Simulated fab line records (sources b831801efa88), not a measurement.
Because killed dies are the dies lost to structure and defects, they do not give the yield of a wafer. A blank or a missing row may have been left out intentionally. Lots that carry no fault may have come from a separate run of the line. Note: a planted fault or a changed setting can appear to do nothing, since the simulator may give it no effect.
fab line records || flow gf180mcu || part 2 of 2: steps 29 to 36 of 36
record: {"lots": 5, "wafers": 15, "lastDay": 34}
route steps=602 shown M1@332 V1@335 M2@362
lots that met no fault: taken from a fault-free run of the same line
startH: the number of hours between the record's first day and the start of the first shown wafer of the lot || waitH: time in hours since the lot's previous step || " the same as in the row above || L1.1+2: several wafers, shown together as one row || - no value present, or no start provided || * or withheld: withheld || < > ~ a bound
route shown NAME@n: a module of which the file shows steps, and the number in the route of the first || usual: average and standard deviation across the fault-free wafers || same: alike in all rows || chamber/n: place in a boat || sites: per-site readings || _std_site: the standard deviation of these || _edge_site: mean of outer sites minus mean of inner sites || radiusMm: how far each site lies from the wafer's centre || mask NAME#n: copy n || behind: the last tool/chamber to shape the wafer || hold: reason for holding the lot/hours on hold/outcome of the hold || device: the transistor (n, p or np) that didn't switch || end of line: the route-end tests of the same wafers || a step without rows: its recipe alone || killed: at the first sort, the dies lost to defects and structure; wafer yield is something else || map: a wafer's dies, marking killed ones x, the rest . and places with no die _
set.NAME: the setting the step ran with; set.NAME@STEP: the setting that earlier step ran with || model.NAME: the simulator's own value behind a step, which no gauge read
lots at some steps of the route; a table a step, a row a wafer
services: from which hour (startH, from the record's first day; less than 0 if before it) a tool's chamber was out of use, for how many hours, and why
== steps ==
step: GF_V1_THK_MEAS_25
recipe: {"thkMeasGauge": "xrf", "reads": "W_of_V1_CVD_23"}
usual: {"V1_W_THK": "342/5.3"}
{"lot.wafer": "L090.3", "tool": "filmMetro-02", "chamber": "-", "startH": 552.53, "waitH": 0.1, "V1_W_THK[nm]": 339}
{"lot.wafer": "L090.5", "tool": "filmMetro-02", "chamber": "-", "startH": 552.53, "waitH": 0.1, "V1_W_THK[nm]": 340}
{"lot.wafer": "L090.6", "tool": "filmMetro-02", "chamber": "-", "startH": 552.53, "waitH": 0.1, "V1_W_THK[nm]": 334}
{"lot.wafer": "L091.1", "tool": "filmMetro-04", "chamber": "-", "startH": 561.10, "waitH": 0.1, "V1_W_THK[nm]": 343}
{"lot.wafer": "L091.2", "tool": "filmMetro-04", "chamber": "-", "startH": 561.10, "waitH": 0.1, "V1_W_THK[nm]": 339}
{"lot.wafer": "L091.6", "tool": "filmMetro-04", "chamber": "-", "startH": 561.10, "waitH": 0.1, "V1_W_THK[nm]": 341}
{"lot.wafer": "L092.2", "tool": "filmMetro-04", "chamber": "-", "startH": 570.52, "waitH": 0.1, "V1_W_THK[nm]": 336}
{"lot.wafer": "L092.3", "tool": "filmMetro-04", "chamber": "-", "startH": 570.52, "waitH": 0.1, "V1_W_THK[nm]": 338}
{"lot.wafer": "L092.5", "tool": "filmMetro-04", "chamber": "-", "startH": 570.52, "waitH": 0.1, "V1_W_THK[nm]": 340}
{"lot.wafer": "L094.1", "tool": "filmMetro-03", "chamber": "-", "startH": 582.05, "waitH": 0.1, "V1_W_THK[nm]": 341}
{"lot.wafer": "L094.2", "tool": "filmMetro-03", "chamber": "-", "startH": 582.05, "waitH": 0.1, "V1_W_THK[nm]": 339}
{"lot.wafer": "L094.4", "tool": "filmMetro-03", "chamber": "-", "startH": 582.05, "waitH": 0.1, "V1_W_THK[nm]": 339}
{"lot.wafer": "L097.3", "tool": "filmMetro-04", "chamber": "-", "startH": 608.02, "waitH": 0.1, "V1_W_THK[nm]": 341}
{"lot.wafer": "L097.4", "tool": "filmMetro-04", "chamber": "-", "startH": 608.02, "waitH": 0.1, "V1_W_THK[nm]": 340}
{"lot.wafer": "L097.6", "tool": "filmMetro-04", "chamber": "-", "startH": 608.02, "waitH": 0.1, "V1_W_THK[nm]": 338}
step: GF_V1_CMP_26
recipe: {"stopOn": "SiO2", "downForcePsi": 3.5, "platenRpm": 60, "tOverpolishS": 15, "targetThkNm": 0, "padVelocityMS": 0.94248}
usual: {"edgeZonePressureFrac": "0.999/0.0046", "motorCurrentA": "10.9/1.2", "overpolishRunS": "15.002/0.0083", "slurryFilterDpKPa": "13.49/0.12", "timeToEndpointS": "84.0/3"}
{"lot.wafer": "L090.3", "tool": "cmp-01", "chamber": 2, "startH": 552.67, "waitH": 0.1, "edgeZonePressureFrac": 1.000, "motorCurrentA": 10.9, "overpolishRunS": 15.008, "slurryFilterDpKPa": 13.61, "timeToEndpointS": 85.5}
{"lot.wafer": "L090.6", "tool": "cmp-01", "chamber": 0, "startH": 552.67, "waitH": 0.1, "edgeZonePressureFrac": 1.000, "motorCurrentA": 13.1, "overpolishRunS": 14.996, "slurryFilterDpKPa": 13.22, "timeToEndpointS": 80.7}
{"lot.wafer": "L090.5", "tool": "cmp-01", "chamber": 1, "startH": 552.67, "waitH": 0.1, "edgeZonePressureFrac": 0.991, "motorCurrentA": 10.5, "overpolishRunS": 15.010, "slurryFilterDpKPa": 13.47, "timeToEndpointS": 85.7}
{"lot.wafer": "L091.2", "tool": "cmp-02", "chamber": 2, "startH": 561.26, "waitH": 0.1, "edgeZonePressureFrac": 0.996, "motorCurrentA": 11.8, "overpolishRunS": 14.996, "slurryFilterDpKPa": 13.36, "timeToEndpointS": 83.5}
{"lot.wafer": "L091.1", "tool": "cmp-02", "chamber": 3, "startH": 561.26, "waitH": 0.1, "edgeZonePressureFrac": 0.992, "motorCurrentA": 10.2, "overpolishRunS": 15.004, "slurryFilterDpKPa": 13.53, "timeToEndpointS": 83.0}
{"lot.wafer": "L091.6", "tool": "cmp-02", "chamber": 1, "startH": 561.26, "waitH": 0.1, "edgeZonePressureFrac": 1.000, "motorCurrentA": 9.8, "overpolishRunS": 14.993, "slurryFilterDpKPa": 13.46, "timeToEndpointS": 86.0}
{"lot.wafer": "L092.3", "tool": "cmp-01", "chamber": 3, "startH": 570.61, "waitH": 0.1, "edgeZonePressureFrac": 0.999, "motorCurrentA": 8.9, "overpolishRunS": 14.989, "slurryFilterDpKPa": 13.48, "timeToEndpointS": 86.3}
{"lot.wafer": "L092.2", "tool": "cmp-01", "chamber": 1, "startH": 570.61, "waitH": 0.1, "edgeZonePressureFrac": 0.996, "motorCurrentA": 10.9, "overpolishRunS": 15.007, "slurryFilterDpKPa": 13.45, "timeToEndpointS": 85.9}
{"lot.wafer": "L092.5", "tool": "cmp-01", "chamber": 0, "startH": 570.61, "waitH": 0.1, "edgeZonePressureFrac": 1.004, "motorCurrentA": 13.2, "overpolishRunS": 15.009, "slurryFilterDpKPa": 13.66, "timeToEndpointS": 82.6}
{"lot.wafer": "L094.2", "tool": "cmp-01", "chamber": 2, "startH": 582.11, "waitH": 0.0, "edgeZonePressureFrac": 0.999, "motorCurrentA": 11.3, "overpolishRunS": 15.008, "slurryFilterDpKPa": 13.64, "timeToEndpointS": 84.4}
{"lot.wafer": "L094.1", "tool": "cmp-01", "chamber": 3, "startH": 582.11, "waitH": 0.0, "edgeZonePressureFrac": 0.999, "motorCurrentA": 9.0, "overpolishRunS": 15.000, "slurryFilterDpKPa": 13.51, "timeToEndpointS": 85.1}
{"lot.wafer": "L094.4", "tool": "cmp-01", "chamber": 0, "startH": 582.11, "waitH": 0.0, "edgeZonePressureFrac": 0.998, "motorCurrentA": 13.1, "overpolishRunS": 14.997, "slurryFilterDpKPa": 13.35, "timeToEndpointS": 80.3}
{"lot.wafer": "L097.3", "tool": "cmp-01", "chamber": 2, "startH": 608.26, "waitH": 0.2, "edgeZonePressureFrac": 0.997, "motorCurrentA": 10.8, "overpolishRunS": 15.011, "slurryFilterDpKPa": 13.35, "timeToEndpointS": 85.2}
{"lot.wafer": "L097.4", "tool": "cmp-01", "chamber": 0, "startH": 608.26, "waitH": 0.2, "edgeZonePressureFrac": 1.006, "motorCurrentA": 13.9, "overpolishRunS": 15.020, "slurryFilterDpKPa": 13.56, "timeToEndpointS": 81.1}
{"lot.wafer": "L097.6", "tool": "cmp-01", "chamber": 2, "startH": 608.26, "waitH": 0.2, "edgeZonePressureFrac": 0.995, "motorCurrentA": 11.4, "overpolishRunS": 14.996, "slurryFilterDpKPa": 13.54, "timeToEndpointS": 82.2}
step: GF_M2_SPUTTER_00
recipe: {"material": "Ti", "targetThkNm": 37.5, "arrivingIonEnergyEv": 80, "substrateTempC": 200, "chamberPressurePa": 2, "powerW": 4000, "timeS": 150}
usual: {"throttleValvePct": "30.1/0.83"}
{"lot.wafer": "L090.3", "tool": "pvdSputter-01", "chamber": "-", "startH": 552.87, "waitH": 0.1, "throttleValvePct": 30.5}
{"lot.wafer": "L090.5", "tool": "pvdSputter-01", "chamber": "-", "startH": 552.87, "waitH": 0.1, "throttleValvePct": 31.0}
{"lot.wafer": "L090.6", "tool": "pvdSputter-01", "chamber": "-", "startH": 552.87, "waitH": 0.1, "throttleValvePct": 30.0}
{"lot.wafer": "L091.1", "tool": "pvdSputter-02", "chamber": "-", "startH": 561.46, "waitH": 0.1, "throttleValvePct": 31.8}
{"lot.wafer": "L091.2", "tool": "pvdSputter-02", "chamber": "-", "startH": 561.46, "waitH": 0.1, "throttleValvePct": 30.5}
{"lot.wafer": "L091.6", "tool": "pvdSputter-02", "chamber": "-", "startH": 561.46, "waitH": 0.1, "throttleValvePct": 28.8}
{"lot.wafer": "L092.2", "tool": "pvdSputter-02", "chamber": "-", "startH": 570.91, "waitH": 0.1, "throttleValvePct": 30.5}
{"lot.wafer": "L092.3", "tool": "pvdSputter-02", "chamber": "-", "startH": 570.91, "waitH": 0.1, "throttleValvePct": 31.5}
{"lot.wafer": "L092.5", "tool": "pvdSputter-02", "chamber": "-", "startH": 570.91, "waitH": 0.1, "throttleValvePct": 28.7}
{"lot.wafer": "L094.1", "tool": "pvdSputter-01", "chamber": "-", "startH": 582.41, "waitH": 0.2, "throttleValvePct": 30.1}
{"lot.wafer": "L094.2", "tool": "pvdSputter-01", "chamber": "-", "startH": 582.41, "waitH": 0.2, "throttleValvePct": 30.3}
{"lot.wafer": "L094.4", "tool": "pvdSputter-01", "chamber": "-", "startH": 582.41, "waitH": 0.2, "throttleValvePct": 30.1}
{"lot.wafer": "L097.3", "tool": "pvdSputter-02", "chamber": "-", "startH": 608.51, "waitH": 0.2, "throttleValvePct": 28.4}
{"lot.wafer": "L097.4", "tool": "pvdSputter-02", "chamber": "-", "startH": 608.51, "waitH": 0.2, "throttleValvePct": 30.6}
{"lot.wafer": "L097.6", "tool": "pvdSputter-02", "chamber": "-", "startH": 608.51, "waitH": 0.2, "throttleValvePct": 28.9}
step: GF_M2_SPUTTER_01
recipe: {"material": "TiN", "targetThkNm": 30, "powerW": 6500, "timeS": 25, "chamberPressurePa": 0.4}
usual: {"throttleValvePct": "30.1/0.83"}
{"lot.wafer": "L090.3", "tool": "pvdSputter-01", "chamber": "-", "startH": 552.97, "waitH": 0.1, "throttleValvePct": 30.1}
{"lot.wafer": "L090.5", "tool": "pvdSputter-01", "chamber": "-", "startH": 552.97, "waitH": 0.1, "throttleValvePct": 31.2}
{"lot.wafer": "L090.6", "tool": "pvdSputter-01", "chamber": "-", "startH": 552.97, "waitH": 0.1, "throttleValvePct": 30.2}
{"lot.wafer": "L091.1", "tool": "pvdSputter-02", "chamber": "-", "startH": 561.56, "waitH": 0.1, "throttleValvePct": 31.6}
{"lot.wafer": "L091.2", "tool": "pvdSputter-02", "chamber": "-", "startH": 561.56, "waitH": 0.1, "throttleValvePct": 30.3}
{"lot.wafer": "L091.6", "tool": "pvdSputter-02", "chamber": "-", "startH": 561.56, "waitH": 0.1, "throttleValvePct": 28.8}
{"lot.wafer": "L092.2", "tool": "pvdSputter-02", "chamber": "-", "startH": 571.01, "waitH": 0.1, "throttleValvePct": 30.3}
{"lot.wafer": "L092.3", "tool": "pvdSputter-02", "chamber": "-", "startH": 571.01, "waitH": 0.1, "throttleValvePct": 31.3}
{"lot.wafer": "L092.5", "tool": "pvdSputter-02", "chamber": "-", "startH": 571.01, "waitH": 0.1, "throttleValvePct": 28.9}
{"lot.wafer": "L094.1", "tool": "pvdSputter-01", "chamber": "-", "startH": 582.51, "waitH": 0.1, "throttleValvePct": 30.2}
{"lot.wafer": "L094.2", "tool": "pvdSputter-01", "chamber": "-", "startH": 582.51, "waitH": 0.1, "throttleValvePct": 29.8}
{"lot.wafer": "L094.4", "tool": "pvdSputter-01", "chamber": "-", "startH": 582.51, "waitH": 0.1, "throttleValvePct": 30.2}
{"lot.wafer": "L097.3", "tool": "pvdSputter-02", "chamber": "-", "startH": 608.61, "waitH": 0.1, "throttleValvePct": 28.7}
{"lot.wafer": "L097.4", "tool": "pvdSputter-02", "chamber": "-", "startH": 608.61, "waitH": 0.1, "throttleValvePct": 30.7}
{"lot.wafer": "L097.6", "tool": "pvdSputter-02", "chamber": "-", "startH": 608.61, "waitH": 0.1, "throttleValvePct": 29.1}
step: GF_M2_SPUTTER_02
recipe: {"material": "AlCu", "targetThkNm": 450, "powerW": 10600, "timeS": 23.9, "chamberPressurePa": 0.4}
usual: {"throttleValvePct": "30.1/0.86"}
{"lot.wafer": "L090.3", "tool": "pvdSputter-01", "chamber": "-", "startH": 553.00, "waitH": 0.0, "throttleValvePct": 30.3}
{"lot.wafer": "L090.5", "tool": "pvdSputter-01", "chamber": "-", "startH": 553.00, "waitH": 0.0, "throttleValvePct": 30.7}
{"lot.wafer": "L090.6", "tool": "pvdSputter-01", "chamber": "-", "startH": 553.00, "waitH": 0.0, "throttleValvePct": 30.2}
{"lot.wafer": "L091.1", "tool": "pvdSputter-02", "chamber": "-", "startH": 561.59, "waitH": 0.0, "throttleValvePct": 31.6}
{"lot.wafer": "L091.2", "tool": "pvdSputter-02", "chamber": "-", "startH": 561.59, "waitH": 0.0, "throttleValvePct": 30.6}
{"lot.wafer": "L091.6", "tool": "pvdSputter-02", "chamber": "-", "startH": 561.59, "waitH": 0.0, "throttleValvePct": 28.7}
{"lot.wafer": "L092.2", "tool": "pvdSputter-02", "chamber": "-", "startH": 571.04, "waitH": 0.0, "throttleValvePct": 30.5}
{"lot.wafer": "L092.3", "tool": "pvdSputter-02", "chamber": "-", "startH": 571.04, "waitH": 0.0, "throttleValvePct": 31.9}
{"lot.wafer": "L092.5", "tool": "pvdSputter-02", "chamber": "-", "startH": 571.04, "waitH": 0.0, "throttleValvePct": 28.5}
{"lot.wafer": "L094.1", "tool": "pvdSputter-01", "chamber": "-", "startH": 582.55, "waitH": 0.0, "throttleValvePct": 30.2}
{"lot.wafer": "L094.2", "tool": "pvdSputter-01", "chamber": "-", "startH": 582.55, "waitH": 0.0, "throttleValvePct": 30.2}
{"lot.wafer": "L094.4", "tool": "pvdSputter-01", "chamber": "-", "startH": 582.55, "waitH": 0.0, "throttleValvePct": 30.1}
{"lot.wafer": "L097.3", "tool": "pvdSputter-02", "chamber": "-", "startH": 608.64, "waitH": 0.0, "throttleValvePct": 28.8}
{"lot.wafer": "L097.4", "tool": "pvdSputter-02", "chamber": "-", "startH": 608.64, "waitH": 0.0, "throttleValvePct": 30.9}
{"lot.wafer": "L097.6", "tool": "pvdSputter-02", "chamber": "-", "startH": 608.64, "waitH": 0.0, "throttleValvePct": 28.8}
step: GF_M2_SPUTTER_03
recipe: {"material": "Ti", "targetThkNm": 10, "substrateTempC": 300, "chamberPressurePa": 0.3, "powerW": 3000, "timeS": 6.7}
usual: {"throttleValvePct": "30.1/0.86"}
{"lot.wafer": "L090.3", "tool": "pvdSputter-01", "chamber": "-", "startH": 553.03, "waitH": 0.0, "throttleValvePct": 30.2}
{"lot.wafer": "L090.5", "tool": "pvdSputter-01", "chamber": "-", "startH": 553.03, "waitH": 0.0, "throttleValvePct": 31.0}
{"lot.wafer": "L090.6", "tool": "pvdSputter-01", "chamber": "-", "startH": 553.03, "waitH": 0.0, "throttleValvePct": 30.2}
{"lot.wafer": "L091.1", "tool": "pvdSputter-02", "chamber": "-", "startH": 561.62, "waitH": 0.0, "throttleValvePct": 31.2}
{"lot.wafer": "L091.2", "tool": "pvdSputter-02", "chamber": "-", "startH": 561.62, "waitH": 0.0, "throttleValvePct": 30.3}
{"lot.wafer": "L091.6", "tool": "pvdSputter-02", "chamber": "-", "startH": 561.62, "waitH": 0.0, "throttleValvePct": 28.8}
{"lot.wafer": "L092.2", "tool": "pvdSputter-02", "chamber": "-", "startH": 571.07, "waitH": 0.0, "throttleValvePct": 30.3}
{"lot.wafer": "L092.3", "tool": "pvdSputter-02", "chamber": "-", "startH": 571.07, "waitH": 0.0, "throttleValvePct": 31.5}
{"lot.wafer": "L092.5", "tool": "pvdSputter-02", "chamber": "-", "startH": 571.07, "waitH": 0.0, "throttleValvePct": 28.6}
{"lot.wafer": "L094.1", "tool": "pvdSputter-01", "chamber": "-", "startH": 582.58, "waitH": 0.0, "throttleValvePct": 30.8}
{"lot.wafer": "L094.2", "tool": "pvdSputter-01", "chamber": "-", "startH": 582.58, "waitH": 0.0, "throttleValvePct": 30.1}
{"lot.wafer": "L094.4", "tool": "pvdSputter-01", "chamber": "-", "startH": 582.58, "waitH": 0.0, "throttleValvePct": 30.2}
{"lot.wafer": "L097.3", "tool": "pvdSputter-02", "chamber": "-", "startH": 608.67, "waitH": 0.0, "throttleValvePct": 28.8}
{"lot.wafer": "L097.4", "tool": "pvdSputter-02", "chamber": "-", "startH": 608.67, "waitH": 0.0, "throttleValvePct": 30.6}
{"lot.wafer": "L097.6", "tool": "pvdSputter-02", "chamber": "-", "startH": 608.67, "waitH": 0.0, "throttleValvePct": 28.9}
step: GF_M2_SPUTTER_04
recipe: {"material": "TiN", "targetThkNm": 50, "powerW": 6500, "timeS": 41.7, "chamberPressurePa": 0.4}
usual: {"throttleValvePct": "30.1/0.85"}
{"lot.wafer": "L090.3", "tool": "pvdSputter-01", "chamber": "-", "startH": 553.05, "waitH": 0.0, "throttleValvePct": 30.3}
{"lot.wafer": "L090.5", "tool": "pvdSputter-01", "chamber": "-", "startH": 553.05, "waitH": 0.0, "throttleValvePct": 31.0}
{"lot.wafer": "L090.6", "tool": "pvdSputter-01", "chamber": "-", "startH": 553.05, "waitH": 0.0, "throttleValvePct": 30.2}
{"lot.wafer": "L091.1", "tool": "pvdSputter-02", "chamber": "-", "startH": 561.64, "waitH": 0.0, "throttleValvePct": 31.4}
{"lot.wafer": "L091.2", "tool": "pvdSputter-02", "chamber": "-", "startH": 561.64, "waitH": 0.0, "throttleValvePct": 30.6}
{"lot.wafer": "L091.6", "tool": "pvdSputter-02", "chamber": "-", "startH": 561.64, "waitH": 0.0, "throttleValvePct": 28.8}
{"lot.wafer": "L092.2", "tool": "pvdSputter-02", "chamber": "-", "startH": 571.09, "waitH": 0.0, "throttleValvePct": 30.7}
{"lot.wafer": "L092.3", "tool": "pvdSputter-02", "chamber": "-", "startH": 571.09, "waitH": 0.0, "throttleValvePct": 31.5}
{"lot.wafer": "L092.5", "tool": "pvdSputter-02", "chamber": "-", "startH": 571.09, "waitH": 0.0, "throttleValvePct": 28.8}
{"lot.wafer": "L094.1", "tool": "pvdSputter-01", "chamber": "-", "startH": 582.60, "waitH": 0.0, "throttleValvePct": 30.3}
{"lot.wafer": "L094.2", "tool": "pvdSputter-01", "chamber": "-", "startH": 582.60, "waitH": 0.0, "throttleValvePct": 30.3}
{"lot.wafer": "L094.4", "tool": "pvdSputter-01", "chamber": "-", "startH": 582.60, "waitH": 0.0, "throttleValvePct": 30.4}
{"lot.wafer": "L097.3", "tool": "pvdSputter-02", "chamber": "-", "startH": 608.69, "waitH": 0.0, "throttleValvePct": 28.8}
{"lot.wafer": "L097.4", "tool": "pvdSputter-02", "chamber": "-", "startH": 608.69, "waitH": 0.0, "throttleValvePct": 30.7}
{"lot.wafer": "L097.6", "tool": "pvdSputter-02", "chamber": "-", "startH": 608.69, "waitH": 0.0, "throttleValvePct": 28.7}
step: GF_M2_RS_MEAS_05
recipe: {"thkMeasGauge": "four-point-probe", "reads": "TiN_of_M2_SPUTTER_04+Ti_of_M2_SPUTTER_03+AlCu_of_M2_SPUTTER_02+TiN_of_M2_SPUTTER_01+Ti_of_M2_SPUTTER_00"}
usual: {"M2_ALCU_RS": "0.0697/0.00072"}
{"lot.wafer": "L090.3", "tool": "filmMetro-02", "chamber": "-", "startH": 553.13, "waitH": 0.1, "M2_ALCU_RS[ohm/sq]": 0.0684}
{"lot.wafer": "L090.5", "tool": "filmMetro-02", "chamber": "-", "startH": 553.13, "waitH": 0.1, "M2_ALCU_RS[ohm/sq]": 0.0696}
{"lot.wafer": "L090.6", "tool": "filmMetro-02", "chamber": "-", "startH": 553.13, "waitH": 0.1, "M2_ALCU_RS[ohm/sq]": 0.0688}
{"lot.wafer": "L091.1", "tool": "filmMetro-04", "chamber": "-", "startH": 561.68, "waitH": 0.0, "M2_ALCU_RS[ohm/sq]": 0.0699}
{"lot.wafer": "L091.2", "tool": "filmMetro-04", "chamber": "-", "startH": 561.68, "waitH": 0.0, "M2_ALCU_RS[ohm/sq]": 0.0696}
{"lot.wafer": "L091.6", "tool": "filmMetro-04", "chamber": "-", "startH": 561.68, "waitH": 0.0, "M2_ALCU_RS[ohm/sq]": 0.0713}
{"lot.wafer": "L092.2", "tool": "filmMetro-02", "chamber": "-", "startH": 571.15, "waitH": 0.0, "M2_ALCU_RS[ohm/sq]": 0.0706}
{"lot.wafer": "L092.3", "tool": "filmMetro-02", "chamber": "-", "startH": 571.15, "waitH": 0.0, "M2_ALCU_RS[ohm/sq]": 0.0703}
{"lot.wafer": "L092.5", "tool": "filmMetro-02", "chamber": "-", "startH": 571.15, "waitH": 0.0, "M2_ALCU_RS[ohm/sq]": 0.0702}
{"lot.wafer": "L094.1", "tool": "filmMetro-02", "chamber": "-", "startH": 582.64, "waitH": 0.0, "M2_ALCU_RS[ohm/sq]": 0.0683}
{"lot.wafer": "L094.2", "tool": "filmMetro-02", "chamber": "-", "startH": 582.64, "waitH": 0.0, "M2_ALCU_RS[ohm/sq]": 0.0693}
{"lot.wafer": "L094.4", "tool": "filmMetro-02", "chamber": "-", "startH": 582.64, "waitH": 0.0, "M2_ALCU_RS[ohm/sq]": 0.0690}
{"lot.wafer": "L097.3", "tool": "filmMetro-02", "chamber": "-", "startH": 608.77, "waitH": 0.1, "M2_ALCU_RS[ohm/sq]": 0.0714}
{"lot.wafer": "L097.4", "tool": "filmMetro-02", "chamber": "-", "startH": 608.77, "waitH": 0.1, "M2_ALCU_RS[ohm/sq]": 0.0701}
{"lot.wafer": "L097.6", "tool": "filmMetro-02", "chamber": "-", "startH": 608.77, "waitH": 0.1, "M2_ALCU_RS[ohm/sq]": 0.0706}
== services ==
{"tool": "plasmaAsher-02", "chamber": "-", "startH": 505.55, "hours": 3.2, "kind": "repair"}
{"tool": "plasmaAsher-03", "chamber": "-", "startH": 506.09, "hours": 1.3, "kind": "repair"}
{"tool": "krfScanner-02", "chamber": "-", "startH": 506.18, "hours": 11.6, "kind": "pm"}
{"tool": "cvdW-02", "chamber": 0, "startH": 509.04, "hours": 2.9, "kind": "repair"}
{"tool": "pvdSputter-02", "chamber": "-", "startH": 510.18, "hours": 2.1, "kind": "repair"}
{"tool": "cmp-02", "chamber": "-", "startH": 513.60, "hours": 0.6, "kind": "repair"}
{"tool": "cvdW-02", "chamber": "-", "startH": 521.47, "hours": 0.4, "kind": "repair"}
{"tool": "hdpcvd-01", "chamber": "-", "startH": 524.83, "hours": 6.0, "kind": "pm"}
{"tool": "krfScanner-02", "chamber": "-", "startH": 525.43, "hours": 1.0, "kind": "pm"}
{"tool": "cmp-02", "chamber": "-", "startH": 533.78, "hours": 4.8, "kind": "pm"}
{"tool": "rieDiel-03", "chamber": 2, "startH": 535.53, "hours": 7.0, "kind": "repair"}
{"tool": "krfScanner-02", "chamber": "-", "startH": 538.76, "hours": 0.8, "kind": "pm"}
{"tool": "hdpcvd-01", "chamber": "-", "startH": 539.25, "hours": 15.0, "kind": "pm"}
{"tool": "rieDiel-03", "chamber": 1, "startH": 546.62, "hours": 3.1, "kind": "repair"}
{"tool": "rieDiel-02", "chamber": 1, "startH": 551.46, "hours": 5.5, "kind": "repair"}
{"tool": "rieDiel-02", "chamber": 0, "startH": 553.96, "hours": 14.2, "kind": "repair"}
{"tool": "rieDiel-03", "chamber": 3, "startH": 565.44, "hours": 17.6, "kind": "repair"}
{"tool": "krfScanner-02", "chamber": "-", "startH": 569.04, "hours": 0.4, "kind": "repair"}
{"tool": "cmp-02", "chamber": "-", "startH": 572.33, "hours": 4.0, "kind": "pm"}
{"tool": "cvdW-01", "chamber": "-", "startH": 589.11, "hours": 7.4, "kind": "repair"}
{"tool": "pecvd-03", "chamber": "-", "startH": 591.12, "hours": 14.0, "kind": "pm"}
{"tool": "rieDiel-03", "chamber": 3, "startH": 597.68, "hours": 1.3, "kind": "repair"}
{"tool": "rieDiel-03", "chamber": "-", "startH": 599.21, "hours": 0.1, "kind": "repair"}
{"tool": "krfScanner-02", "chamber": "-", "startH": 601.63, "hours": 1.3, "kind": "pm"}
